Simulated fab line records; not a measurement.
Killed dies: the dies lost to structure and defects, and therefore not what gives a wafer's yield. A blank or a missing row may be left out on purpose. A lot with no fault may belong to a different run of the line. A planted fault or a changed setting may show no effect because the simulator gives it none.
A struck lot beside a sound one -- flow sky130 -- 15 steps out of a route of 708
Sound: the wafers L329.2, L329.3, L329.4. Struck: wafer L335.3. (L335.1, L335.4 of the same lot were not struck and are left out.) The cause comes at the end.
For every step that has rows: the tool of each side, followed by ch and its chambers, followed by its first start. Under that, the readings that differ: sound wafers -- struck wafers -- difference of the means -- sigmas: that difference in standard deviations of wafers without a fault.
alike: readings with means less than 2 such deviations apart, plus words and numbers identical on both sides. not compared: withheld readings, readings lacking a value on some wafer, bounds such as >300 that could conceal the same value, and numbers that have no deviation in the record and whose values overlap.
Wherever a step has rows on one side only, a row that says differs or no value, or a row with sigmas, the two part there. Numbers that don't overlap but have no deviation are shown without sigmas and don't part them. A reading missing from all wafers of one side parts the sides only when that side holds two or more wafers.

first, 5 steps without rows for these wafers: SKY_LI_CONTACT_COAT_07 (resist thk 450 nm); SKY_LI_CONTACT_SOFTBAKE_08 (time 90 s); SKY_LI_CONTACT_EXPOSE_09 (exposes mask LICM1, target cd 170 nm); SKY_LI_CONTACT_PEB_10; SKY_LI_CONTACT_DEVELOP_11 (develop time 60 s).
SKY_LI_CONTACT_CD_MEAS_12: the cd target is 170 nm.
  sound on cd-sem-02 at day 29 13:56; struck on cd-sem-01 at day 31 12:55
  alike: cd-nm
SKY_LI_CONTACT_OVL_MEAS_13:
  sound on overlay-01 at day 29 14:02; struck on overlay-02 at day 31 13:02
  alike: LI_CONTACT_OVL
SKY_LI_CONTACT_ETCH_14: etches BARC in N2/H2, stops on SiO2, time 45.9 s, target depth 60 nm.
  sound on rie-diel-01 ch 1,2,3, day 29 14:04; struck on rie-diel-01 ch 3, day 31 13:04
  alike: drypump-motor-current-A, oes-product-au, throttle-valve-pct
  not compared: rf-hours-counter-h
SKY_LI_CONTACT_ETCH_15: etches PSG in C4F8/O2/Ar, stops on Si, target depth 600 nm.
  sound on rie-diel-01 ch 1,2,3, day 29 14:07; struck on rie-diel-01 ch 3, day 31 13:07
  alike: oes-product-au
SKY_LI_CONTACT_STRIP_16: strips in O2/N2.
  sound on plasma-asher-04 ch 0,1, day 29 14:11; struck on plasma-asher-01 ch 1, day 31 13:12
reading,sound,struck,difference,sigmas
drypump-motor-current-A (A),6.06 6.06 5.44,5.18,-0.67,-2
  alike: oes-product-au, strip-time-to-endpoint-s
  not compared: rf-hours-counter-h
then, 2 steps without rows for these wafers: SKY_LI_CONTACT_CLEAN_17 (cleans in NMP, time 600 s); SKY_LI_CONTACT_PRE_CLEAN_18 (time 5.6 s).
SKY_LI_CONTACT_SPUTTER_19: material Ti, target thk 20 nm, time 106.37 s.
  sound on pvd-sputter-02 at day 29 14:29; struck on pvd-sputter-01 at day 31 13:29
reading,sound,struck,difference,sigmas
chamber-pressure-pa (Pa),5.002 4.989 5.002,5.726,+0.728,+90
throttle-valve-pct (%),30.5 30.8 30.9,26.5,-4.2,-5
model.Ti_of_LI_CONTACT_SPUTTER_19.thk-nm (nm),19.87 19.88 20.11,17.9,-2.1,
SKY_LI_CONTACT_SPUTTER_20: material TiN, target thk 20 nm, time 80 s.
  sound on pvd-sputter-02 at day 29 14:34; struck on pvd-sputter-01 at day 31 13:34
reading,sound,struck,difference,sigmas
throttle-valve-pct (%),30.3 31.0 30.8,29.0,-1.7,-2
  alike: chamber-pressure-pa
next, for these wafers, 1 step has no rows: SKY_PAD_OPEN_PROBE_99.

## WHERE THEY PART
Last at SKY_LI_CONTACT_SPUTTER_20 as far as this record goes, first at SKY_LI_CONTACT_STRIP_16.

WHY: what had been put in by the simulator
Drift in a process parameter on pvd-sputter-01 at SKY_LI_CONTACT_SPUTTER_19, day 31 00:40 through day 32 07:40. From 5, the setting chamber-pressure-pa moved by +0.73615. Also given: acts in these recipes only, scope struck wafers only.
